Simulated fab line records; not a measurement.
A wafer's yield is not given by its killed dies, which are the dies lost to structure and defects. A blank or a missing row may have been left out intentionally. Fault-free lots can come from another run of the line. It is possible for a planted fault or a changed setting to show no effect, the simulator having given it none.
A lot that was struck, set against a sound lot ; flow gf180mcu ; 14 out of 602 route steps
Sound: these wafers, L252.3, L252.4, L252.6. Struck: wafers L247.3, L247.4, L247.6. The cause is given at the end.
Per side, at each step with rows, come the tool, then ch with its chambers, and then its first start. Under that, the readings that differ: sound wafers ; struck wafers ; difference of the means ; sigmas: that difference in standard deviations of wafers without a fault.
alike: readings with means less than 2 such deviations apart, plus words and numbers identical on both sides. not compared: withheld readings, readings lacking a value on some wafer, bounds such as >300 that could conceal the same value, and numbers that have no deviation in the record and whose values overlap.
Wherever a step has rows on one side only, a row that says differs or no value, or a row with sigmas, the two part there. Numbers that don't overlap but have no deviation are shown without sigmas and don't part them. A reading missing from all wafers of one side parts the sides only when that side holds two or more wafers.

first, 4 steps without rows for these wafers: GF_HV_LDD_SOFTBAKE_42 (time 60 s); GF_HV_LDD_EXPOSE_43 (exposes mask Pplus HV AREA, target cd 400 nm); GF_HV_LDD_PEB_44; GF_HV_LDD_DEVELOP_45 (develop time 60 s).
GF_HV_LDD_CD_MEAS_46: target cd 400 nm.
  struck on cd sem-01, day 17 02:32; sound on cd sem-01, day 18 22:47
reading;sound;struck;difference;sigmas
cd nm (nm);401.9 404.7 402.7;398.3 400.2 397.1;-4.6;-2
GF_HV_LDD_OVL_MEAS_47:
  struck on overlay-01, day 17 02:38; sound on overlay-02, day 18 22:53
  alike: HV_LDD_03_OVL
following that, these wafers have no rows for 1 step: GF_HV_LDD_IMPLANT_48.
GF_HV_LDD_STRIP_49: strips in O2/N2.
  sound on plasma asher-03 ch 0,1, day 18 23:05; struck on plasma asher-03 ch 0,1, day 17 02:50
  alike: drypump motor current A, heater power w, n2 flow sccm, oes product au, strip time to endpoint s
  not compared: rf hours counter h
GF_HV_LDD_TW_MEAS_50:
  struck on film metro-01, day 17 02:55; sound on film metro-04, day 18 23:10
  alike: HV_LDD_4_TW
then, 1 step without rows for these wafers: GF_HV_LDD_CLEAN_51 (cleans in SC1/SC2, time 150 s).
GF_HV_LDD_RTA_52: time 10 s.
  sound on rtp anneal-01 ch 0, day 18 23:17; struck on rtp anneal-01 ch 0, day 17 03:02
  alike: lamp power pct, wafer_temp_C_max
GF_HV_LDD_RS_MEAS_53: measures by four-point-probe.
  struck on film metro-01, day 17 03:07; sound on film metro-02, day 18 23:22
  alike: HV_LDD_RS
GF_HV_LDD_CVD_54: deposits SiO2 from TEOS, target thk 10 nm, time 75 s.
  sound on lpcvd-02 ch 1, day 18 23:27; struck on lpcvd-02 ch 1, day 17 03:12
  no value came back on the struck wafers for pressure mtorr (mTorr), spike tc bottom C (C), spike tc centre C (C), zone power lower pct (%); on the sound wafers pressure mtorr (mTorr) reads 400.4 399.6 399.9
then, 1 step without rows for these wafers: GF_HV_LDD_CVD_56 (deposits Si3N4 from DCS/NH3, target thk 90 nm, time 1543 s).

## WHERE THEY PART
Earliest at GF_HV_LDD_CD_MEAS_46; latest, in this record, at GF_HV_LDD_CVD_54.

WHY: what the simulator had put in
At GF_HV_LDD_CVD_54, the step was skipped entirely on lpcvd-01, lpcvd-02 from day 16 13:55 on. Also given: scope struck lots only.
